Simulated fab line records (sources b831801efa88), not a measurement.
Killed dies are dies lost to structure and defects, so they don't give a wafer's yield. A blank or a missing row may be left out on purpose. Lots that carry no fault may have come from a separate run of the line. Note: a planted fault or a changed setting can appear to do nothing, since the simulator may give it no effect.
Matching of chambers || flow gf180mcu || GF_V1_CMP_26 on cmp-01 has 4 sister chambers
The step polishes, stops on SiO2, t overpolish 15 s, target thk 0 nm. 4 wafers are shown with their chamber, then 9 later ones without.

WAFERS PAIRED WITH THEIR CHAMBERS
{"wafer": "L443.5", "chamber": 3, "motor_current_A (A)": 11.9}
{"wafer": "L444.4", "chamber": 2, "motor_current_A (A)": 12.8}
{"wafer": "L445.5", "chamber": 0, "motor_current_A (A)": 11.7}
{"wafer": "L445.6", "chamber": 1, "motor_current_A (A)": 9.0}

WAFERS WITHOUT THEIR CHAMBER
{"wafer": "L446.2", "motor_current_A (A)": 12.1}
{"wafer": "L446.5", "motor_current_A (A)": 12.2}
{"wafer": "L446.6", "motor_current_A (A)": 12.4}
{"wafer": "L447.2", "motor_current_A (A)": 12.3}
{"wafer": "L447.4", "motor_current_A (A)": 12.6}
{"wafer": "L447.6", "motor_current_A (A)": 11.8}
{"wafer": "L457.4", "motor_current_A (A)": 11.7}
{"wafer": "L457.5", "motor_current_A (A)": 8.7}
{"wafer": "L457.6", "motor_current_A (A)": 11.8}

WHICH CHAMBER EACH WENT THROUGH
{"wafer": "L446.2", "from the rows above": "can't be placed: 3 or 0 or 2", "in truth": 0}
{"wafer": "L446.5", "from the rows above": "can't be placed: 3 or 0 or 2", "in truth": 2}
{"wafer": "L446.6", "from the rows above": "can't be placed: 2 or 3 or 0", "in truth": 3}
{"wafer": "L447.2", "from the rows above": "can't be placed: 3 or 2 or 0", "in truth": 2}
{"wafer": "L447.4", "from the rows above": "can't be placed: 2 or 3", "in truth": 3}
{"wafer": "L447.6", "from the rows above": "can't be placed: 3 or 0", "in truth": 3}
{"wafer": "L457.4", "from the rows above": "can't be placed: 0 or 3", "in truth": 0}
{"wafer": "L457.5", "from the rows above": 1, "in truth": 1}
{"wafer": "L457.6", "from the rows above": "can't be placed: 3 or 0", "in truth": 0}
1 of 9 placed correctly. These rows do not allow placing 8 (true chamber among the candidates in 8). 0 placed wrongly.
How it was worked out, from the rows above alone: a wafer's distance from a chamber is the root of the sum, over the readings, of the square of ((its reading less the chamber's mean) divided by the reading's scatter). If the next closest chamber is less than 2 further off than the closest, the wafer can't be placed; otherwise it belongs to the closest. A chamber's mean is the mean of its shown wafers. The scatter: with one shown wafer a chamber, the root of the mean of the squares of how far each hidden wafer lies from its nearest shown one.
